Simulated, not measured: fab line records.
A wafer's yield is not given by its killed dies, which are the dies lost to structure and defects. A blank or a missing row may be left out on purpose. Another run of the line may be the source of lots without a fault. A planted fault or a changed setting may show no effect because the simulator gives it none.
Split-lot study + flow gf180mcu + on a route of 602 steps: 5 lots, 23 wafers read

## THE SPLIT ITSELF
At GF_M1_EXPOSE_11 (exposes mask Metal1, target cd 230 nm), the setting dose mj was moved away from the recipe's 28 on 5 of the 23 wafers read, by -6.6% to +7.0%. All remaining wafers had this setting at the recipe value.

## FROM THE SPLIT TO THE READING: what the file shows between them, 2 steps
- GF_M1_PEB_12: peb time 88.35 s
- GF_M1_DEVELOP_13: develop time 60 s

## THE READING
cd nm (nm) at GF_M1_CD_MEAS_14, where the cd target is 230 nm. A value of 230.4 nm with a standard deviation of 1.3 nm is what fault-free wafers of this fab line usually give.

| wafer  | tool, chamber at the split | dose mj as run | against the recipe | cd nm, nm | against lot-mates on the recipe |
|--------|----------------------------|----------------|--------------------|-----------|---------------------------------|
| L077.2 | krf scanner-02, 0          | 28             | recipe             | 231.5     | -                               |
| L077.3 | krf scanner-02, 0          | 28             | recipe             | 232.0     | -                               |
| L077.4 | krf scanner-02, 0          | 28             | recipe             | 232.7     | -                               |
| L077.5 | krf scanner-02, 0          | 28             | recipe             | 233.0     | -                               |
| L077.6 | krf scanner-02, 0          | 28             | recipe             | 231.1     | -                               |
| L076.1 | krf scanner-01, 0          | 28             | recipe             | 229.0     | -                               |
| L076.2 | krf scanner-01, 0          | 26.14          | -6.6%              | 239.6     | +10.8                           |
| L076.3 | krf scanner-01, 0          | 28             | recipe             | 229.0     | -                               |
| L076.5 | krf scanner-01, 0          | 26.14          | -6.6%              | 240.9     | +12.1                           |
| L076.6 | krf scanner-01, 0          | 28             | recipe             | 228.5     | -                               |
| L081.2 | krf scanner-02, 0          | 28             | recipe             | 231.3     | -                               |
| L081.3 | krf scanner-02, 0          | 28             | recipe             | 230.4     | -                               |
| L081.4 | krf scanner-02, 0          | 28             | recipe             | 230.9     | -                               |
| L080.2 | krf scanner-01, 0          | 28             | recipe             | 229.0     | -                               |
| L080.3 | krf scanner-01, 0          | 28             | recipe             | 229.1     | -                               |
| L080.4 | krf scanner-01, 0          | 28             | recipe             | 230.1     | -                               |
| L080.5 | krf scanner-01, 0          | 28             | recipe             | 229.1     | -                               |
| L080.6 | krf scanner-01, 0          | 28             | recipe             | 230.2     | -                               |
| L083.2 | krf scanner-01, 0          | 28             | recipe             | 231.2     | -                               |
| L083.3 | krf scanner-01, 0          | 29.96          | +7.0%              | 221.4     | -9.9                            |
| L083.4 | krf scanner-01, 0          | 28             | recipe             | 231.5     | -                               |
| L083.5 | krf scanner-01, 0          | 29.96          | +7.0%              | 220.9     | -10.4                           |
| L083.6 | krf scanner-01, 0          | 29.96          | +7.0%              | 220.9     | -10.4                           |

FIT RESULTS
A straight line over all 23 wafers: cd nm changes by -1.4 nm for each +1% of dose mj; r = -0.97; the points scatter about the line by 1.3 nm.
The same after taking each lot's own level away (the mean of its wafers on the recipe; 23 wafers): -1.57 nm for each +1%; r = -0.99; scatter 0.63 nm.
Per that fit: largest dose mj move, reading shift of 11 nm.
The lots' own levels span 228.83 to 232.06 nm, that is 2.5 times the standard deviation above.
Hence the slope depends on the lot-to-lot level, as the two fits are not the same.
Check: -11.1 nm against its lot-mates is what the line predicts for one of the wafers moved furthest among these (+7.0%) when that wafer is left out of the fit. It came out at -9.95 nm against them.

## FURTHER SPLITS ON THESE WAFERS
Note: prior to the reading, these wafers also went through further splits. Each is held against what the fit with the lots' levels taken away leaves over:
| other split on the same wafers   | wafers away from the commonest value | r with cd nm (lot level and that fit taken away) |
|----------------------------------|--------------------------------------|--------------------------------------------------|
| GF_HV_LDD_CVD_56 temp c          | 15                                   | +0.04                                            |
| GF_HV_LDD_ETCHBACK_58 source w   | 8                                    | -0.10                                            |
| GF_PSD_DEVELOP_06 develop time s | 9                                    | +0.33                                            |
| GF_PSD_IMPLANT_09 energy kev     | 6                                    | -0.17                                            |
| GF_CONTACT_SPUTTER_22 time s     | 9                                    | +0.28                                            |

## THE WHOLE CHAIN: every reading that the file lists as answering this split, in the file's order
| step                | what it does                                                                         | reading                                                   | change (the file's fit)              | r (the file's) |
|---------------------|--------------------------------------------------------------------------------------|-----------------------------------------------------------|--------------------------------------|----------------|
| GF_M1_CD_MEAS_14    | target cd 230 nm                                                                     | cd nm                                                     | -1.59 nm for each +1% of the setting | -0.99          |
| GF_M1_METAL_ETCH_16 | etches the open film in Cl2/BCl3, stops on SiO2, target depth 627.5 nm, time 104.6 s | M1.cd nm (the simulator's own value, which no gauge read) | -1.73 nm for each +1% of the setting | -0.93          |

## FILE'S OWN FIT
cd nm changes by -1.59 nm for each +1% of dose mj, r = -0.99.
